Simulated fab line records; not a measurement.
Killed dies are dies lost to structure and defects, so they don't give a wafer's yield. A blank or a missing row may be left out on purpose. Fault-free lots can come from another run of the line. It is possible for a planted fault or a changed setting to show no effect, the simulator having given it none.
8D (eight disciplines) problem report, filled in by code -- flow gf180mcu -- the parts of the form that need people (team, actions taken, sign-off) are left out

1. THE ISSUE
Mean NWELL_TW at GF_NWELL_TW_MEAS_11: 1760 over 6 wafers in 2 lots; fault-free wafers: 1589, standard deviation 9.5. Measured from the usual mean, that is +18 standard deviations.
First observed at day 5 10:13: wafer L972.3, on film-metro-03. Wafers with a number at this step in the record: 36, from 12 lots. By rule, "out" or "out of limits" means more than 4 standard deviations away from the usual mean. Any other wafer with a number is counted as sound.

2. WHAT IT IS; WHAT IT IS NOT
question,is,is not
which readings at this step,NWELL_TW,-
which lots,"L972, L976","L963, L965, L966, L967, L968, L975, L981, L983, L985, L986"
which wafers of those lots,all that have a number,-
read on which gauges,"film-metro-03, film-metro-04",film-metro-02
when,from day 5 10:13,"up to then (15 sound wafers); but 15 sound wafers of L975, L981, L983, L985, L986 came after"

3. WHAT RULES OUT EACH SUSPECT
Counting: any tool at a process step up to the reading is kept as a suspect provided that every lot that is out went through it and no sound lot did after the first of them.
- ruled out: the gauge at GF_NWELL_TW_MEAS_11. Those wafers that are out were read across 2 gauges (film-metro-03, film-metro-04).
- implanter-01 at GF_NWELL_IMPLANT_08: ruled out as a lasting fault. Sound lots L985 ran on it after its first lot that is out, L972 (day 5 09:51).
Left after counting: nothing in the record.

4. THE CAUSE (what the simulator had put in)
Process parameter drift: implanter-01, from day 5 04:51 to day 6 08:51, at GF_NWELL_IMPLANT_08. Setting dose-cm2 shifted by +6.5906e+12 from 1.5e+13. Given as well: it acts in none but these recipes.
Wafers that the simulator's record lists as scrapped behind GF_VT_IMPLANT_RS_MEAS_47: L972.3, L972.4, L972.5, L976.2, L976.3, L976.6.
It was ruled out by counting, in error; the rule expects a fault to strike all lots run on its tool from its start on, and this fault did not.

5. THE CHAIN OF EFFECTS, in route order
One row per reading whose mean, taken over the struck wafers that have a number, lies over 3 standard deviations from the usual. Scope: only readings with a usual standard deviation given in the record; hours: median across lots of the time from each lot's start at the first step in this table that gives one to its start at this step; sigmas: change in usual standard deviations.
hours,step,reading,usual,on struck wafers,change,sigmas
0,GF_NWELL_IMPLANT_08,dose-ions-cm2,1.5002e+13,2.1596e+13,+6.5942e+12,+99 or more
0,GF_NWELL_IMPLANT_08,faraday-current-uA,84.7,122.6,+37.9,+22
0,GF_NWELL_TW_MEAS_11,NWELL_TW,1589,1760,+171,+18
117,GF_VT_IMPLANT_RS_MEAS_47,NWELL_RS,487.8 ohm/sq,403.9,-83.9,-70
The process steps in it:
- GF_NWELL_IMPLANT_08

6. WHAT WOULD HAVE CAUGHT IT SOONER
The first out-of-limits reading at a measuring or inspecting step in this record came at day 5 10:13, 5 hours after the fault's start at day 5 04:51.
The tool's own readings at GF_NWELL_IMPLANT_08 were out on every struck wafer that the step has a row for (dose-ions-cm2, faraday-current-uA): an alarm limit on them would have fired on the first of those.
